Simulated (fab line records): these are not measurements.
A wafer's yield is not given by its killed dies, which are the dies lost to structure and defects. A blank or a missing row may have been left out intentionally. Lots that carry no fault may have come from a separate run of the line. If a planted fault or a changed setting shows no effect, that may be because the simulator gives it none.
fab line records	flow sky130
[record] lots = 7	wafers = 21	lastDay = 50
route steps=708 shown SD_N@350 SD_P@359 RES_XHIGH@360 SALICIDE@361 LI_CONTACT@362
lots with no fault: from the same line, run without faults
startH: hours from the record's first day to the start of the lot's first wafer shown	waitH: hours elapsed since this lot's preceding step	" same as the row above	L1.1+2: several wafers, shown together as one row	- no value, or no start given	* or withheld: withheld	< > ~ a bound
route shown NAME@n: a module of which the file shows steps, and the number in the route of the first	usual: the fault-free wafers' mean and standard deviation	same: alike in all rows	chamber/n: place in a boat	sites: per-site readings	_std_site: how widely they spread, as a standard deviation	_edge_site: the outer-site mean with the inner-site mean subtracted	radiusMm: how far each site lies from the wafer's centre	mask NAME#n: copy n	behind: the most recent tool/chamber to have shaped the wafer	hold: reason for holding the lot/hours on hold/outcome of the hold	device: the transistor (n, p or np) that didn't switch	end of line: the tests these same wafers got at the end of their route	step lacking rows: just its recipe	killed: at the first sort, the dies lost to defects and structure; wafer yield is something else	map: a wafer's dies, marking killed ones x, the rest . and places with no die _
set.NAME: the setting the step ran with; set.NAME@STEP: the setting that earlier step ran with	model.NAME: the simulator's own value behind a step, which no gauge read
lots at some steps of the route; a table a step, a row a wafer
services: a tool's chamber out of use, with start hour (startH, from the record's first day; less than 0 if before it), hours out, and reason
[[steps]]
[step SKY_SD_N_OVL_MEAS_08]
[usual] SD_N_OVL = 0.1/1.5
lot.wafer	tool	chamber	startH	waitH	SD_N_OVL[nm]
L721.1	overlay-02	-	664.83	0.1	2.0
L721.2	"	-	"	"	1.5
L721.5	"	-	"	"	-0.4
L722.1	overlay-01	-	678.93	0.1	-0.3
L722.4	"	-	"	"	0.4
L722.5	"	-	"	"	0.3
L723.2	overlay-02	-	679.73	0.1	1.0
L723.3	"	-	"	"	-1.9
L723.4	"	-	"	"	0.9
L724.4	overlay-02	-	690.82	0.1	1.8
L724.5	"	-	"	"	2.6
L724.6	"	-	"	"	3.3
L734.1	overlay-02	-	771.08	0.1	1.1
L734.2	"	-	"	"	0.7
L734.3	"	-	"	"	1.0
L740.1	overlay-02	-	813.93	0.1	0.0
L740.2	"	-	"	"	0.7
L740.6	"	-	"	"	-0.3
L742.2	overlay-01	-	843.09	0.1	-0.7
L742.5	"	-	"	"	-0.4
L742.6	"	-	"	"	-0.2
[step SKY_SD_N_IMPLANT_09]
[recipe] species = As	energyKev = 50	doseCm2 = 4e+15	tiltDeg = 0
[step SKY_SD_N_IMPLANT_10]
[recipe] species = P	energyKev = 20	doseCm2 = 1e+14	tiltDeg = 0
[step SKY_SD_N_STRIP_11]
[recipe] chemistry = O2/N2	powerW = 1400	pressureMtorr = 1500	platenTempC = withheld	o2FlowSccm = 3000	n2FlowSccm = 300	overashFraction = 0.5
[usual] drypumpMotorCurrentA = 5.8/0.4	oesProductAu = 0.527/0.0048	stripTimeToEndpointS = 22.54/0.033
lot.wafer	tool	chamber	startH	waitH	drypumpMotorCurrentA	oesProductAu	rfHoursCounterH	stripTimeToEndpointS
L721.1	plasmaAsher-02	0	665.16	0.1	5.5	0.521	83	22.50
L721.2	"	1	"	"	6.2	0.530	83	22.54
L721.5	"	1	"	"	6.2	0.522	-	22.54
L722.1	plasmaAsher-02	1	679.26	0.1	6.2	0.528	84	22.54
L722.4	"	0	"	"	5.5	0.522	-	22.57
L722.5	"	1	"	"	6.2	0.525	-	22.53
L723.2	plasmaAsher-01	0	680.06	0.1	6.1	0.524	59	22.52
L723.3	"	0	"	"	6.1	0.525	-	22.50
L723.4	"	1	"	"	5.1	0.528	-	22.56
L724.4	plasmaAsher-01	1	691.17	0.1	5.1	0.526	-	22.50
L724.5	"	0	"	"	6.2	0.522	-	22.53
L724.6	"	1	"	"	5.1	0.523	-	22.48
L734.1	plasmaAsher-03	1	771.41	0.1	6.2	0.533	3	22.57
L734.2	"	0	"	"	5.4	0.529	3	22.56
L734.3	"	1	"	"	6.2	0.529	-	22.58
L740.1	plasmaAsher-03	0	814.26	0.1	5.4	0.532	6	22.60
L740.2	"	1	"	"	6.1	0.533	6	22.61
L740.6	"	1	"	"	6.1	0.531	-	22.57
L742.2	plasmaAsher-02	0	843.42	0.1	5.6	0.531	101	22.53
L742.5	"	1	"	"	6.3	0.528	-	22.55
L742.6	"	0	"	"	5.5	0.525	-	22.49
[step SKY_SD_N_TW_MEAS_12]
[usual] SD_N_TW = 3975/32
lot.wafer	tool	chamber	startH	waitH	SD_N_TW
L721.1	filmMetro-01	-	665.26	0.1	3993
L721.2	"	-	"	"	3981
L721.5	"	-	"	"	3971
L722.1	filmMetro-02	-	679.36	0.1	4023
L722.4	"	-	"	"	3994
L722.5	"	-	"	"	3988
L723.2	filmMetro-01	-	680.17	0.1	3955
L723.3	"	-	"	"	3949
L723.4	"	-	"	"	3934
L724.4	filmMetro-01	-	691.27	0.1	3931
L724.5	"	-	"	"	3948
L724.6	"	-	"	"	3927
L734.1	filmMetro-02	-	771.51	0.1	3983
L734.2	"	-	"	"	3977
L734.3	"	-	"	"	3970
L740.1	filmMetro-04	-	814.36	0.1	4013
L740.2	"	-	"	"	4005
L740.6	"	-	"	"	4016
L742.2	filmMetro-01	-	843.53	0.1	3944
L742.5	"	-	"	"	3983
L742.6	"	-	"	"	3986
[step SKY_SD_N_CLEAN_13]
[recipe] chemistry = SC1/SC2	mix = 1:4:20	tempC = 70	timeS = 150	dry = n2Spin
[step SKY_SD_N_RTA_14]
[recipe] tempC = 1075	timeS = 2	idleTempC = 650	rampUpCPerS = 150	rampDownCPerS = 90	ambient = N2
[usual] chamberO2Ppm = 2.002/0.021	lampPowerPct = 15.73/0.049	wafer_temp_C_max = 1078.0/1.3
lot.wafer	tool	chamber	startH	waitH	chamberO2Ppm	lampPowerPct	wafer_temp_C_max
L721.1	rtpAnneal-01	0	665.37	0.0	2.005	15.66	1080.4
L721.2	"	0	"	"	2.026	15.67	1080.0
L721.5	"	0	"	"	2.031	15.70	1078.1
L722.1	rtpAnneal-02	0	679.47	0.0	1.991	15.69	1081.4
L722.4	"	0	"	"	1.978	15.79	1077.2
L722.5	"	0	"	"	1.978	15.83	1077.4
L723.2	rtpAnneal-01	0	680.28	0.0	1.966	15.69	1077.5
L723.3	"	0	"	"	1.985	15.62	1077.9
L723.4	"	0	"	"	1.982	15.78	1076.1
L724.4	rtpAnneal-02	0	691.38	0.0	2.003	15.78	1077.4
L724.5	"	0	"	"	1.992	15.78	1077.2
L724.6	"	0	"	"	1.996	15.74	1075.6
L734.1	rtpAnneal-01	0	771.63	0.0	2.010	15.72	1078.4
L734.2	"	0	"	"	1.997	15.82	1080.0
L734.3	"	0	"	"	1.987	15.83	1076.1
L740.1	rtpAnneal-01	0	814.47	0.0	1.990	15.82	1078.2
L740.2	"	0	"	"	1.958	15.75	1075.7
L740.6	"	0	"	"	1.991	15.70	1078.9
L742.2	rtpAnneal-01	0	843.64	0.0	2.018	15.83	1078.6
L742.5	"	0	"	"	1.979	15.76	1075.8
L742.6	"	0	"	"	1.967	15.80	1078.1
[step SKY_SD_N_RS_MEAS_16]
[recipe] thkMeasGauge = four-point-probe
[usual] SD_N_RS = 68.52/0.16
lot.wafer	tool	chamber	startH	waitH	SD_N_RS[ohm/sq]
L721.1	filmMetro-04	-	665.60	0.1	68.34
L721.2	"	-	"	"	68.28
L721.5	"	-	"	"	68.62
L722.1	filmMetro-01	-	679.65	0.1	68.70
L722.4	"	-	"	"	68.41
L722.5	"	-	"	"	68.49
L723.2	filmMetro-02	-	680.46	0.1	68.47
L723.3	"	-	"	"	68.50
L723.4	"	-	"	"	68.63
L724.4	filmMetro-04	-	691.58	0.1	68.52
L724.5	"	-	"	"	68.49
L724.6	"	-	"	"	68.64
L734.1	filmMetro-01	-	771.81	0.1	68.64
L734.2	"	-	"	"	68.67
L734.3	"	-	"	"	68.59
L740.1	filmMetro-02	-	814.64	0.1	68.35
L740.2	"	-	"	"	68.24
L740.6	"	-	"	"	68.43
L742.2	filmMetro-04	-	843.82	0.1	68.36
L742.5	"	-	"	"	68.40
L742.6	"	-	"	"	68.38
[step SKY_SD_N_RS_MEAS_17]
[recipe] thkMeasGauge = four-point-probe
[usual] SD_P_RS = 147.0/0.48
lot.wafer	tool	chamber	startH	waitH	SD_P_RS[ohm/sq]
L721.1	filmMetro-04	-	665.72	0.1	146.8
L721.2	"	-	"	"	146.8
L721.5	"	-	"	"	146.4
L722.1	filmMetro-01	-	679.77	0.1	147.1
L722.4	"	-	"	"	146.7
L722.5	"	-	"	"	147.1
L723.2	filmMetro-02	-	680.58	0.1	147.1
L723.3	"	-	"	"	147.2
L723.4	"	-	"	"	147.1
L724.4	filmMetro-04	-	691.70	0.1	146.8
L724.5	"	-	"	"	147.1
L724.6	"	-	"	"	146.8
L734.1	filmMetro-01	-	771.93	0.1	147.4
L734.2	"	-	"	"	146.7
L734.3	"	-	"	"	147.1
L740.1	filmMetro-02	-	814.76	0.1	146.7
L740.2	"	-	"	"	146.6
L740.6	"	-	"	"	147.2
L742.2	filmMetro-04	-	843.94	0.1	146.6
L742.5	"	-	"	"	146.7
L742.6	"	-	"	"	146.7
[step SKY_SD_N_RS_MEAS_18]
[recipe] thkMeasGauge = four-point-probe
[usual] RES_XHIGH_RS = 333.0/1.1
lot.wafer	tool	chamber	startH	waitH	RES_XHIGH_RS[ohm/sq]
L721.1	filmMetro-04	-	665.84	0.1	332.0
L721.2	"	-	"	"	333.2
L721.5	"	-	"	"	331.2
L722.1	filmMetro-01	-	679.89	0.1	333.6
L722.4	"	-	"	"	332.7
L722.5	"	-	"	"	333.4
L723.2	filmMetro-02	-	680.70	0.1	334.0
L723.3	"	-	"	"	333.3
L723.4	"	-	"	"	334.1
L724.4	filmMetro-04	-	691.82	0.1	331.2
L724.5	"	-	"	"	333.3
L724.6	"	-	"	"	331.9
L734.1	filmMetro-01	-	772.05	0.1	334.3
L734.2	"	-	"	"	333.9
L734.3	"	-	"	"	334.4
L740.1	filmMetro-02	-	814.88	0.1	333.1
L740.2	"	-	"	"	333.1
L740.6	"	-	"	"	333.1
L742.2	filmMetro-04	-	844.06	0.1	333.7
L742.5	"	-	"	"	332.4
L742.6	"	-	"	"	333.3
[step SKY_SALICIDE_CLEAN_00]
[recipe] chemistry = HF-last	timeS = 30	dilution = 100:1	dry = ipaMarangoni
[step SKY_LI_CONTACT_HDPCVD_00]
[recipe] material = PSG	targetThkNm = 930	sigmaOpenFrac = 0.3	timeS = 155	tempC = 600	sih4FlowSccm = 60	pressureMtorr = 6
[usual] pressureMtorr = 6.001/0.012	runLengthS = 182.3/0.57
lot.wafer	tool	chamber	startH	waitH	pressureMtorr	runLengthS
L721.1	hdpcvd-01	2	665.97	0.0	6.009	182.6
L721.2	"	1	"	"	6.012	181.7
L721.5	"	1	"	"	6.015	182.6
L722.1	hdpcvd-01	0	680.03	0.0	-	-
L722.4	"	0	"	"	-	-
L722.5	"	1	"	"	-	-
L723.2	hdpcvd-02	1	680.82	0.0	-	-
L723.3	"	0	"	"	-	-
L723.4	"	2	"	"	-	-
L724.4	hdpcvd-02	2	691.95	0.1	-	-
L724.5	"	0	"	"	-	-
L724.6	"	1	"	"	-	-
L734.1	hdpcvd-02	0	772.19	0.0	5.989	182.7
L734.2	"	1	"	"	6.014	182.2
L734.3	"	2	"	"	5.994	182.8
L740.1	hdpcvd-02	2	815.02	0.0	5.992	181.9
L740.2	"	1	"	"	5.982	182.1
L740.6	"	0	"	"	6.020	182.8
L742.2	hdpcvd-01	2	844.18	0.0	6.000	182.9
L742.5	"	2	"	"	6.025	182.9
L742.6	"	0	"	"	5.993	181.7
[step SKY_LI_CONTACT_CMP_02]
[recipe] material = PSG	downForcePsi = 4	platenRpm = 60	padVelocityMS = 0.94248
[usual] motorCurrentA = 12.1/0.92	timeToEndpointS = 33.0/2.5
lot.wafer	tool	chamber	startH	waitH	motorCurrentA	timeToEndpointS
L721.1	cmp-02	3	666.14	0.1	13.2	36.0
L721.2	"	2	"	"	11.3	36.0
L721.5	"	3	"	"	12.9	38.8
L722.1	cmp-02	0	680.29	0.1	13.9	-
L722.4	"	1	"	"	10.0	-
L722.5	"	2	"	"	11.3	-
L723.3	cmp-01	3	681.04	0.1	11.5	-
L723.4	"	0	"	"	11.5	-
L723.2	"	1	"	"	12.7	-
L724.4	cmp-01	0	692.11	0.1	11.3	-
L724.5	"	3	"	"	11.5	-
L724.6	"	0	"	"	11.5	-
L734.3	cmp-01	0	772.40	0.1	11.7	32.8
L734.1	"	1	"	"	13.1	34.8
L734.2	"	2	"	"	12.6	33.9
L740.1	cmp-01	3	815.23	0.1	12.1	33.0
L740.2	"	1	"	"	11.9	34.4
L740.6	"	3	"	"	11.5	30.2
L742.2	cmp-01	0	844.55	0.2	12.1	38.4
L742.5	"	1	"	"	12.5	35.9
L742.6	"	2	"	"	11.8	31.6
[step SKY_LI_CONTACT_BOW_MEAS_03]
[recipe] mode = bow
[usual] LI_CONTACT_BOW = 55/6.3
lot.wafer	tool	chamber	startH	waitH	LI_CONTACT_BOW[um]
L721.1	filmMetro-04	-	666.46	0.3	46
L721.2	"	-	"	"	45
L721.5	"	-	"	"	43
L722.1	filmMetro-01	-	680.49	0.1	17
L722.4	"	-	"	"	24
L722.5	"	-	"	"	25
L723.2	filmMetro-04	-	681.31	0.1	21
L723.3	"	-	"	"	13
L723.4	"	-	"	"	31
L724.4	filmMetro-02	-	692.42	0.3	31
L724.5	"	-	"	"	21
L724.6	"	-	"	"	25
L734.1	filmMetro-01	-	772.65	0.1	58
L734.2	"	-	"	"	54
L734.3	"	-	"	"	54
L740.1	filmMetro-02	-	815.48	0.2	58
L740.2	"	-	"	"	69
L740.6	"	-	"	"	50
L742.2	filmMetro-02	-	844.72	0.1	47
L742.5	"	-	"	"	49
L742.6	"	-	"	"	58
[step SKY_LI_CONTACT_DEHYDRATE_04]
[recipe] tempC = 200	timeS = 60
[step SKY_LI_CONTACT_HMDS_05]
[recipe] primeTimeS = 60	primeTempC = 120
[step SKY_LI_CONTACT_COAT_06]
[recipe] resist = BARC	tempC = withheld	timeS = withheld	spinRpm = 3000	resistThkNm = 60
[step SKY_LI_CONTACT_COAT_07]
[recipe] resist = KrF-thick	spinRpm = 3000	resistThkNm = 450
[step SKY_LI_CONTACT_SOFTBAKE_08]
[recipe] tempC = 100	timeS = 90	resist = KrF-thick
[step SKY_LI_CONTACT_EXPOSE_09]
[recipe] maskId = LICM1	na = 0.8	sourceShape = annular	sigmaInner = 0.55	sigmaOuter = 0.85	targetCdNm = 170	doseMj = 38
[step SKY_LI_CONTACT_PEB_10]
[recipe] pebTempC = withheld	pebTimeS = withheld	resist = KrF-thick
[step SKY_LI_CONTACT_DEVELOP_11]
[recipe] developTimeS = 60	resist = KrF-thick	devTempC = 21
[step SKY_LI_CONTACT_CD_MEAS_12]
[recipe] targetCdNm = 170
[usual] cdNm = 169.7/1.6
lot.wafer	tool	chamber	startH	waitH	cdNm
L721.1	cdSem-01	-	694.53	-	167.3
L721.2	"	-	"	"	168.3
L721.5	"	-	"	"	168.7
L722.1	cdSem-01	-	708.58	-	170.6
L722.4	"	-	"	"	172.0
L722.5	"	-	"	"	171.1
L723.2	cdSem-01	-	709.64	-	167.8
L723.3	"	-	"	"	168.6
L723.4	"	-	"	"	168.5
L724.4	cdSem-02	-	720.12	-	170.3
L724.5	"	-	"	"	169.7
L724.6	"	-	"	"	172.1
L734.1	cdSem-02	-	799.72	-	171.1
L734.2	"	-	"	"	173.1
L734.3	"	-	"	"	172.3
L740.1	cdSem-01	-	841.97	-	170.9
L740.2	"	-	"	"	171.0
L740.6	"	-	"	"	170.0
L742.2	cdSem-01	-	870.39	-	168.4
L742.5	"	-	"	"	168.2
L742.6	"	-	"	"	168.2
[step SKY_LI_CONTACT_OVL_MEAS_13]
[usual] LI_CONTACT_OVL = 1/5.4
lot.wafer	tool	chamber	startH	waitH	LI_CONTACT_OVL[nm]
L721.1	overlay-02	-	694.65	0.1	9
L721.2	"	-	"	"	6
L721.5	"	-	"	"	6
L722.1	overlay-02	-	708.70	0.1	-1
L722.4	"	-	"	"	-2
L722.5	"	-	"	"	1
L723.2	overlay-02	-	709.74	0.1	-8
L723.3	"	-	"	"	-6
L723.4	"	-	"	"	-13
L724.4	overlay-01	-	720.20	0.1	6
L724.5	"	-	"	"	9
L724.6	"	-	"	"	5
L734.1	overlay-01	-	799.84	0.1	-6
L734.2	"	-	"	"	-7
L734.3	"	-	"	"	-2
L740.1	overlay-01	-	842.09	0.1	5
L740.2	"	-	"	"	4
L740.6	"	-	"	"	3
L742.2	overlay-02	-	870.50	0.1	9
L742.5	"	-	"	"	11
L742.6	"	-	"	"	10
[step SKY_LI_CONTACT_ETCH_14]
[recipe] chemistry = N2/H2	target = BARC	ionEnergyEv = 200	sourceW = 500	biasW = 100	pressureMtorr = 30	n2FlowSccm = 100	h2FlowSccm = 200	stopOn = SiO2	timeS = 45.9	targetDepthA = 600
[usual] drypumpMotorCurrentA = 5.8/0.38	oesProductAu = 0.855/0.0044	throttleValvePct = 13.224/0.0097
lot.wafer	tool	chamber	startH	waitH	drypumpMotorCurrentA	oesProductAu	rfHoursCounterH	throttleValvePct
L721.1	rieDiel-03	0	694.69	0.0	5.9	0.851	9	13.218
L721.2	"	2	"	"	5.6	0.863	9	13.226
L721.5	"	0	"	"	5.9	0.854	-	13.225
L722.1	rieDiel-02	2	708.74	0.0	6.0	0.855	7	13.229
L722.4	"	1	"	"	4.8	0.853	1	13.227
L722.5	"	2	"	"	6.0	0.852	-	13.238
L723.2	rieDiel-04	3	709.77	0.0	6.0	0.847	10	13.239
L723.3	"	2	"	"	5.9	0.851	9	13.222
L723.4	"	1	"	"	5.5	0.854	12	13.213
L724.4	rieDiel-02	1	720.21	0.0	4.8	0.849	2	13.220
L724.5	"	2	"	"	6.0	0.860	-	13.221
L724.6	"	3	"	"	5.9	0.859	-	13.233
L734.1	rieDiel-04	2	799.87	0.0	5.8	0.842	11	13.209
L734.2	"	3	"	"	5.9	0.857	12	13.226
L734.3	"	1	"	"	5.6	0.857	13	13.229
L740.1	rieDiel-04	3	842.12	0.0	6.0	0.856	13	13.230
L740.2	"	1	"	"	5.5	0.852	14	13.217
L740.6	"	0	"	"	5.7	0.854	-	13.231
L742.2	rieDiel-03	1	870.53	0.0	5.4	0.862	11	13.221
L742.5	"	2	"	"	5.6	0.847	-	13.221
L742.6	"	3	"	"	6.4	0.862	-	13.219
[step SKY_LI_CONTACT_ETCH_15]
[recipe] target = PSG	chemistry = C4F8/O2/Ar	stopOn = Si	taperDeg = 4.15	maskMaterial = KrF-thick	sourceW = 1500	biasW = 1200	pressureMtorr = 40	c4f8FlowSccm = withheld	O2_flow_sccm = 6	Ar_flow_sccm = 300	timeS = withheld	targetDepthA = 6000
[usual] oesProductAu = 0.837/0.0047
lot.wafer	tool	chamber	startH	waitH	oesProductAu	model.etch.depthNm	model.LI_CONTACT.featureDepthNm
L721.1	rieDiel-03	0	694.73	0.0	0.842	599.1	599.1
L721.2	"	2	"	"	0.839	597.8	597.8
L721.5	"	0	"	"	0.831	598.8	598.8
L722.1	rieDiel-02	2	708.78	0.0	0.370	0	1e-09
L722.4	"	1	"	"	0.372	0	1e-09
L722.5	"	2	"	"	0.367	0	1e-09
L723.2	rieDiel-04	3	709.82	0.0	0.366	0	1e-09
L723.3	"	2	"	"	0.374	0	1e-09
L723.4	"	1	"	"	0.379	0	1e-09
L724.4	rieDiel-02	1	720.26	0.0	0.374	0	1e-09
L724.5	"	2	"	"	0.370	0	1e-09
L724.6	"	3	"	"	0.382	0	1e-09
L734.1	rieDiel-04	2	799.92	0.0	0.843	597.8	597.8
L734.2	"	3	"	"	0.846	595.6	595.6
L734.3	"	1	"	"	0.830	596.6	596.6
L740.1	rieDiel-04	3	842.17	0.0	0.838	597	597
L740.2	"	1	"	"	0.844	597.4	597.4
L740.6	"	0	"	"	0.836	597.6	597.6
L742.2	rieDiel-03	1	870.57	0.0	0.837	599.3	599.3
L742.5	"	2	"	"	0.835	598.2	598.2
L742.6	"	3	"	"	0.834	598.9	598.9
[step SKY_LI_CONTACT_STRIP_16]
[recipe] chemistry = O2/N2	powerW = 1400	pressureMtorr = 1500	platenTempC = withheld	o2FlowSccm = 3000	n2FlowSccm = 300	overashFraction = 0.5
[usual] drypumpMotorCurrentA = 5.8/0.43	oesProductAu = 0.376/0.0049	stripTimeToEndpointS = 3.50/0.032
lot.wafer	tool	chamber	startH	waitH	drypumpMotorCurrentA	oesProductAu	rfHoursCounterH	stripTimeToEndpointS
L721.1	plasmaAsher-03	1	694.82	-	6.2	0.376	104	3.45
L721.2	"	0	"	"	5.4	0.375	104	3.48
L721.5	"	1	"	"	6.2	0.370	-	3.44
L722.1	plasmaAsher-03	1	708.87	-	6.2	0.373	106	3.51
L722.4	"	0	"	"	5.4	0.373	-	3.47
L722.5	"	1	"	"	6.1	0.375	-	3.47
L723.2	plasmaAsher-01	0	709.90	-	6.2	0.374	62	3.49
L723.3	"	1	"	"	5.1	0.367	-	3.41
L723.4	"	0	"	"	6.2	0.370	-	3.49
L724.4	plasmaAsher-03	0	720.38	-	5.4	0.383	-	3.51
L724.5	"	1	"	"	6.2	0.377	-	3.53
L724.6	"	0	"	"	5.4	0.369	-	3.51
L734.1	plasmaAsher-01	1	800.00	-	5.1	0.375	72	3.44
L734.2	"	0	"	"	6.2	0.369	72	3.51
L734.3	"	1	"	"	5.1	0.367	-	3.50
L740.1	plasmaAsher-01	0	842.25	-	6.2	0.373	76	3.49
L740.2	"	1	"	"	5.2	0.379	76	3.55
L740.6	"	1	"	"	5.2	0.375	-	3.50
L742.2	plasmaAsher-03	0	870.65	-	5.4	0.380	11	3.53
L742.5	"	0	"	"	5.4	0.380	-	3.50
L742.6	"	1	"	"	6.2	0.375	-	3.51
[[services]]
tool	chamber	startH	hours	kind
hdpcvd-01	-	650.75	15.0	pm
rieDiel-03	3	652.85	4.7	repair
rieDiel-03	1	663.54	7.1	repair
cmp-01	-	670.00	0.5	repair
rieDiel-02	1	678.94	10.9	repair
plasmaAsher-02	-	680.31	1.0	repair
rieDiel-02	3	684.70	2.4	repair
plasmaAsher-02	-	693.58	2.8	pm
hdpcvd-01	-	699.00	2.8	pm
plasmaAsher-03	-	733.75	9.0	pm
cmp-01	-	744.00	4.0	pm
rieDiel-04	0	778.40	1.8	repair
rieDiel-03	1	786.96	38.7	repair
cmp-01	-	787.75	11.1	pm
plasmaAsher-03	-	789.10	14.6	pm
hdpcvd-02	0	794.24	6.1	repair
plasmaAsher-01	-	806.90	3.8	repair
rieDiel-02	1	809.36	8.5	repair
hdpcvd-02	1	826.56	9.7	repair
rieDiel-02	2	826.58	3.4	repair
plasmaAsher-01	-	827.13	2.8	pm
rieDiel-02	-	835.49	14.6	pm
plasmaAsher-03	-	845.49	1.2	repair
cmp-01	-	869.91	0.9	repair
[[key]]
[firstSign] step = SKY_LI_CONTACT_HDPCVD_00	reading = toolRecord	direction = missing
[effect] step = SKY_LI_CONTACT_BOW_MEAS_03	reading = LI_CONTACT_BOW	direction = down	sigmas = 5	usual = 55	struck = 23
[effect] step = SKY_LI_CONTACT_ETCH_15	reading = oesProductAu	direction = down	sigmas = 99+	usual = 0.837	struck = 0.373
[modelEffect] step = SKY_LI_CONTACT_ETCH_15	value = etch.depthNm	without = 597.2	struck = 0
metAt SKY_LI_CONTACT_HDPCVD_00
struckWafers L722.1,L722.4,L722.5,L723.2,L723.3,L723.4,L724.4,L724.5,L724.6
laterRowsLeftOut L722.1,L722.4,L722.5,L723.2,L723.3,L723.4,L724.4,L724.5,L724.6
sortLeftOut L722.1,L722.4,L722.5,L723.2,L723.3,L723.4,L724.4,L724.5,L724.6
testerLeftOut L722,L723,L724
onsetBetween 665.97 680.03
[fault] kind = skippedStepWhole	tool = hdpcvd-01,hdpcvd-02	chamber = -	onsetH = 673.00	steps = SKY_LI_CONTACT_HDPCVD_00	scope = struckLotsOnly
// testerLeftOut: of these lots the tester's yield and bins aren't shown, on N5 and GAA mostly nor the transistor test; their killed dies are dies lost to structure and defects alone, not to doping, threshold or leakage, so they don't give the yield
// sortLeftOut: the simulated sort isn't trusted on such a fault, so these wafers' sort isn't shown, and their yield isn't known
// laterRowsLeftOut: the simulator's readings of these wafers behind a module that went badly wrong aren't trusted and aren't shown, but for the sort
